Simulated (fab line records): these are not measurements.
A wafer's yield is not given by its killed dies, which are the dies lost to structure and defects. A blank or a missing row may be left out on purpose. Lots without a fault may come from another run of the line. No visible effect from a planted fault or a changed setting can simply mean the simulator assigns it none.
A lot that was struck, set against a sound lot || flow sky130 || 14 steps out of a route of 708
Sound: wafers L142.4, L142.5, L142.6. Wafers L148.1, L148.3, L148.6 were the ones struck. Last of all comes the cause.
Per side, at each step with rows, come the tool, then ch with its chambers, and then its first start. Under that, the readings that differ: sound wafers || struck wafers || difference of the means || sigmas: that difference in standard deviations of wafers without a fault.
alike: same words and numbers on both sides, and readings whose means sit less than 2 such deviations apart. not compared: any withheld reading, any reading some wafer has no value for, any bound like >300 that may hide the same value, and any number with overlapping values for which the record gives no deviation.
The two part at a step that has a row with sigmas, a row that says differs or no value, or rows on one side only. Numbers that don't overlap but have no deviation are shown without sigmas and don't part them. A reading missing from all wafers of one side parts the sides only when that side holds two or more wafers.

first, 2 steps without rows for these wafers: SKY_NWELL_PEB_08; SKY_NWELL_DEVELOP_09 (develop time 60 s).
SKY_NWELL_OVL_MEAS_10:
  sound on overlay-02, day 6 02:23; struck on overlay-02, day 7 09:50
{"reading": "NWELL_00_OVL (nm)", "sound": "-1.5 -1.0 -0.1", "struck": "2.6 3.5 1.3", "difference": "+3.3", "sigmas": "+2"}
then, 3 steps without rows for these wafers: SKY_NWELL_IMPLANT_11; SKY_NWELL_IMPLANT_12; SKY_NWELL_IMPLANT_13.
SKY_NWELL_STRIP_14: strips in O2/N2.
  sound on plasmaAsher-01 ch 0,1, day 6 02:53; struck on plasmaAsher-03 ch 0,1, day 7 10:20
  alike: chamberPressureMTorr, drypumpMotorCurrentA, o2FlowSccm, oesProductAu, stripTimeToEndpointS
  not compared: rfHoursCounterH
SKY_NWELL_TW_MEAS_15:
  sound on filmMetro-02, day 6 02:59; struck on filmMetro-02, day 7 10:26
  alike: NWELL_TW
then, 4 steps without rows for these wafers: SKY_NWELL_DEHYDRATE_16 (time 60 s); SKY_NWELL_HMDS_17 (prime time 60 s); SKY_NWELL_COAT_18 (resist thk 3000 nm); SKY_NWELL_SOFTBAKE_19.
SKY_NWELL_EXPOSE_20: exposes mask NWM COMPLEMENT, target cd 840 nm.
  sound on ilineStepper-02 ch 0, day 6 12:26; struck on ilineStepper-01, day 7 20:07
  no value came back on the struck wafers for exposureDoseMJCm2, focusOffsetNm (nm); on the sound wafers exposureDoseMJCm2 reads 259.87 259.88 259.42
{"reading": "model.NWELL.overlayYNm (nm)", "sound": "-0.07215 -0.07215 -0.07215", "struck": "0.6507 0.6507 0.6507", "difference": "+0.7228", "sigmas": ""}
  alike: mask
following that, these wafers have no rows for 1 step: SKY_NWELL_PEB_21.

WHERE THEY PART
Last at SKY_NWELL_EXPOSE_20 as far as this record goes, first at SKY_NWELL_OVL_MEAS_10.

WHY: the cause the simulator had injected
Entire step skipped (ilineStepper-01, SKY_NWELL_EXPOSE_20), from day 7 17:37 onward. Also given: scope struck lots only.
